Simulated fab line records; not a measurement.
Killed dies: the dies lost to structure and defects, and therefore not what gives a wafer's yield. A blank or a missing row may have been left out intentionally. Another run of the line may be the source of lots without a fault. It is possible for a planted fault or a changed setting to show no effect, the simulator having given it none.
Split-lot trial	flow sky130	5 lots, 23 wafers read, on a route of 708 steps

## ABOUT THE SPLIT
At SKY_LDD_LDN_IMPLANT_08, the setting energy_kev was moved away from the recipe's 15 on 7 of the 23 wafers read, by -5.8% to +5.4%. This setting was run at the recipe's value on the other wafers.

The reading is taken at the split's own step.

## THE READING
The simulator's own value implant.drp_nm, read by no gauge, in nm at SKY_LDD_LDN_IMPLANT_08. No usual value for it is given in the file.

wafer	tool, chamber at the split	energy_kev as run	against the recipe	implant.drp_nm, nm	against lot-mates on the recipe
L074.1	implanter-03, 0	15	recipe	5.933	-
L074.2	implanter-03, 0	15	recipe	5.933	-
L074.5	implanter-03, 0	15	recipe	5.933	-
L077.2	implanter-04, 0	15	recipe	5.933	-
L077.4	implanter-04, 0	15	recipe	5.933	-
L077.5	implanter-04, 0	15	recipe	5.933	-
L077.3	implanter-04, 0	14.31	-4.6%	5.743	-0.190
L077.6	implanter-04, 0	14.31	-4.6%	5.743	-0.190
L078.1	implanter-04, 0	15	recipe	5.933	-
L078.4	implanter-04, 0	15	recipe	5.933	-
L078.3	implanter-04, 0	14.13	-5.8%	5.693	-0.240
L078.5	implanter-04, 0	14.13	-5.8%	5.693	-0.240
L078.6	implanter-04, 0	14.13	-5.8%	5.693	-0.240
L080.1	implanter-01, 0	15	recipe	5.933	-
L080.2	implanter-01, 0	15	recipe	5.933	-
L080.3	implanter-01, 0	15	recipe	5.933	-
L080.5	implanter-01, 0	15	recipe	5.933	-
L080.6	implanter-01, 0	15	recipe	5.933	-
L084.1	implanter-01, 0	15	recipe	5.933	-
L084.3	implanter-01, 0	15	recipe	5.933	-
L084.4	implanter-01, 0	15	recipe	5.933	-
L084.2	implanter-01, 0	15.81	+5.4%	6.146	+0.213
L084.6	implanter-01, 0	15.81	+5.4%	6.146	+0.213

THE FIT
A straight line over all 23 wafers: implant.drp_nm changes by +0.0407 nm for each +1% of energy_kev; r = +1.00; the points scatter about the line by 0.0023 nm.
The same after taking each lot's own level away (the mean of its wafers on the recipe; 23 wafers): +0.0407 nm for each +1%; r = +1.00; scatter 0.0023 nm.
On that fit, the largest move of energy_kev shifts the reading by 0.24 nm.
The lots' own levels span 5.9330 to 5.9330 nm.
Consequently the slope shifts little with the lot-to-lot level, the two slopes agreeing.
Check: -0.237 nm against its lot-mates is what the line predicts for one of the wafers moved furthest among these (-5.8%) when that wafer is left out of the fit. It came out at -0.24 nm against them.

## OTHER SPLITS ON THESE WAFERS
Other splits were also applied to these wafers ahead of the reading. Each is held against what the fit with the lots' levels taken away leaves over:
other split on the same wafers	wafers away from the commonest value	r with implant.drp_nm (lot level and that fit taken away)
SKY_LDD_HVP_SOFTBAKE_03 temp_c	6	-0.10

## THE WHOLE CHAIN: every reading that the file lists as answering this split, in the file's order
step	what it does	reading	change (the file's fit)	r (the file's)
SKY_LDD_LDN_IMPLANT_08		implant.drp_nm (the simulator's own value, which no gauge read)	+0.0407 nm for each +1% of the setting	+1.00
SKY_LDD_LDN_IMPLANT_08		implant.rp_nm (the simulator's own value, which no gauge read)	not straight: 12.55 at the lowest setting, 12.79 at the recipe, 13.47 at the highest	not given

## THE FILE'S OWN FIT
implant.drp_nm changes by +0.0407 nm for each +1% of energy_kev, r = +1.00.
